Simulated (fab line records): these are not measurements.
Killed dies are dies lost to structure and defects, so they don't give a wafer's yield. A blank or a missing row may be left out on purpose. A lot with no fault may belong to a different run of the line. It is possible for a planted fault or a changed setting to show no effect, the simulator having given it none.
Chamber matching + flow sfq_line + 4 sister chambers for SFQ_TRILAYER_A5B_CMP_CMP_130 on cmp-01
The step polishes, stops on Nb, target thk 340.7 nm. 18 wafers are shown with their chamber, then 9 later ones without.

== WAFERS WITH THEIR CHAMBER ==
| wafer  | chamber | motor_current_A (A) | slurry_flow_ml_min |
|--------|---------|---------------------|--------------------|
| L904.1 | 1       | 9.0                 | 149.3              |
| L904.3 | 2       | 9.2                 | 150.3              |
| L904.5 | 1       | 9.1                 | 150.4              |
| L907.1 | 3       | 10.8                | 150.0              |
| L907.3 | 1       | 9.0                 | 150.0              |
| L907.4 | 2       | 8.9                 | 150.4              |
| L910.4 | 0       | 8.9                 | 150.2              |
| L910.5 | 3       | 10.2                | 150.4              |
| L910.6 | 0       | 8.6                 | 149.8              |
| L912.3 | 0       | 8.7                 | 150.2              |
| L912.5 | 2       | 9.4                 | 149.2              |
| L912.6 | 1       | 9.3                 | 149.9              |
| L913.1 | 3       | 10.2                | 150.3              |
| L913.2 | 2       | 9.1                 | 149.8              |
| L913.3 | 1       | 9.3                 | 150.2              |
| L916.3 | 2       | 9.0                 | 149.8              |
| L916.4 | 1       | 8.7                 | 150.3              |
| L916.6 | 0       | 8.7                 | 150.1              |

SIGNATURES (means of the wafers above)
| reading            | chamber 0 | chamber 1 | chamber 2 | chamber 3 | scatter within a chamber |
|--------------------|-----------|-----------|-----------|-----------|--------------------------|
| motor_current_A    | 8.725     | 9.067     | 9.120     | 10.400    | 0.222                    |
| slurry_flow_ml_min | 150.075   | 150.017   | 149.900   | 150.233   | 0.369                    |
Rule: a wafer's distance from a chamber is the root of the sum, over the readings, of the square of ((its reading less the chamber's mean) divided by the reading's scatter). The wafer belongs to the nearest chamber; if the next one is less than 2 further off, it can't be placed. The scatter: the root of (the sum of the squares of (reading less its chamber's mean) over the shown wafers, divided by (wafers less chambers)).

== WAFERS WITH NO CHAMBER GIVEN ==
| wafer  | motor_current_A (A) | slurry_flow_ml_min |
|--------|---------------------|--------------------|
| L925.2 | 8.8                 | 150.4              |
| L925.4 | 9.3                 | 150.1              |
| L925.6 | 10.1                | 150.0              |
| L926.2 | 9.2                 | 149.9              |
| L926.1 | 9.4                 | 149.9              |
| L926.6 | 9.1                 | 150.0              |
| L927.1 | 9.0                 | 150.1              |
| L927.2 | 10.2                | 150.2              |
| L927.6 | 9.3                 | 150.3              |

== WHICH CHAMBER EACH WENT THROUGH ==
| wafer  | from the rows above          | in truth |
|--------|------------------------------|----------|
| L925.2 | can't be placed: 0 or 1 or 2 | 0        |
| L925.4 | can't be placed: 2 or 1 or 0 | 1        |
| L925.6 | 3                            | 3        |
| L926.2 | can't be placed: 2 or 1 or 0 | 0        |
| L926.1 | can't be placed: 2 or 1 or 0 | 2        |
| L926.6 | can't be placed: 1 or 2 or 0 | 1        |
| L927.1 | can't be placed: 1 or 2 or 0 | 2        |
| L927.2 | 3                            | 3        |
| L927.6 | can't be placed: 1 or 2 or 0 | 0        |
2 of 9 placed correctly. These rows do not allow placing 7 (true chamber among the candidates in 7). 0 placed wrongly.
